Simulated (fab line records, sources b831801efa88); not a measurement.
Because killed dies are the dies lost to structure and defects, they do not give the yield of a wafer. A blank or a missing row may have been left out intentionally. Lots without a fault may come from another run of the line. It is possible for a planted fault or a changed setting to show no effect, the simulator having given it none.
A single fault, viewed from 2 desks | flow sky130 | each desk has only its own numbers; what lay behind them comes last

THE METROLOGY DESK
Means of the sampled wafers that have a number, per lot and without regard to the tool the lot ran on: this is what the gauges read. If a lot's mean is further than 4 standard deviations from the usual mean, the lot is out of limits and carries the mark OUT (the distance appears in the brackets).
Columns: A = INCOMING_BOW at SKY_FIELD_ISO_BOW_MEAS_00, usual 0 um; B = FIELD_ISO_OXIDATION_00_THK at SKY_FIELD_ISO_THK_MEAS_02, usual 11.97 nm; C = FIELD_ISO_CVD_03_THK at SKY_FIELD_ISO_THK_MEAS_04, usual 164.4 nm; D = cd_nm at SKY_FIELD_ISO_CD_MEAS_13, usual 150.5 nm
lot  | first seen here | A  | B     | C     | D
L250 | day 1 20:02     | -1 | 11.89 | 163.9 | 149.7
L263 | day 4 13:01     | 0  | 11.54 | 163.3 | -
L264 | day 4 18:04     | 0  | 12.25 | 165.1 | -
L267 | day 5 09:00     | -1 | 12.05 | 162.8 | 149.5
L268 | day 5 14:00     | 2  | 11.87 | 166.2 | 149.1
L271 | day 6 05:00     | 2  | 12.16 | 162.9 | 148.5
Finding of this desk: none of the 6 lots has anything out of limits.

DESK OF THE TOOL OWNER: litho_track-04
The tool's own readings at SKY_FIELD_ISO_DEVELOP_12 (develop time 60 s): means of the sampled wafers that have a number, for each lot that ran on this tool. If a lot's mean is further than 4 standard deviations from the usual mean, the lot is out of limits and carries the mark OUT (the distance appears in the brackets).
Columns: A = chill_plate_temp_C at SKY_FIELD_ISO_DEVELOP_12, usual 23.01 C
lot  | first seen here | A
L268 | day 6 13:00     | 22.92
L271 | day 7 05:00     | 22.97
Finding of this desk: none of the 2 lots has anything out of limits.

PUT TOGETHER
Nothing out of limits was seen by the metrology desk.
Nothing out of limits was seen by the tool owner's desk.

WHAT WAS PUT IN BY THE SIMULATOR
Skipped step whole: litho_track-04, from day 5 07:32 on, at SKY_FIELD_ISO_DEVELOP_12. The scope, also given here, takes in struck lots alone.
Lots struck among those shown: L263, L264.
